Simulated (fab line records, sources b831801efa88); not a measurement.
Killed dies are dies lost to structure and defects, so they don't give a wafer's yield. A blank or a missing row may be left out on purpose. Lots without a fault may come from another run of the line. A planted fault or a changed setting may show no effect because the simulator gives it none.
Chamber matching | flow gf180mcu | GF_V2_CMP_04 on cmp-02: 4 sister chambers
The step polishes SiO2. 4 wafers are shown with their chamber, then 7 later ones without.

WAFERS WITH THEIR CHAMBER
wafer  | chamber | time_to_endpoint_s (s)
L179.1 | 0       | 84
L179.3 | 1       | 78
L183.4 | 2       | 92
L183.5 | 3       | 105

WAFERS WITHOUT THEIR CHAMBER
wafer  | time_to_endpoint_s (s)
L183.6 | 101
L188.3 | 88
L188.5 | 84
L188.6 | 78
L190.2 | 78
L190.4 | 81
L190.5 | 85

WHICH CHAMBER EACH WENT THROUGH
wafer  | from the rows above     | in truth
L183.6 | 3                       | 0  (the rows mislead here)
L188.3 | can't be placed: 0 or 2 | 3
L188.5 | 0                       | 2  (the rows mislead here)
L188.6 | 1                       | 1
L190.2 | 1                       | 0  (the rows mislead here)
L190.4 | can't be placed: 0 or 1 | 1
L190.5 | 0                       | 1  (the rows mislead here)
Placed correctly: 1 of 7. Can't be placed from these rows: 2 (the true chamber is among the candidates in 1). Placed wrongly: 4.
How it was worked out, from the rows above alone: a wafer's distance from a chamber is the root of the sum, over the readings, of the square of ((its reading less the chamber's mean) divided by the reading's scatter). The wafer belongs to the nearest chamber; if the next one is less than 2 further off, it can't be placed. A chamber's mean is the mean of its shown wafers. The scatter: with one shown wafer a chamber, the root of the mean of the squares of how far each hidden wafer lies from its nearest shown one.
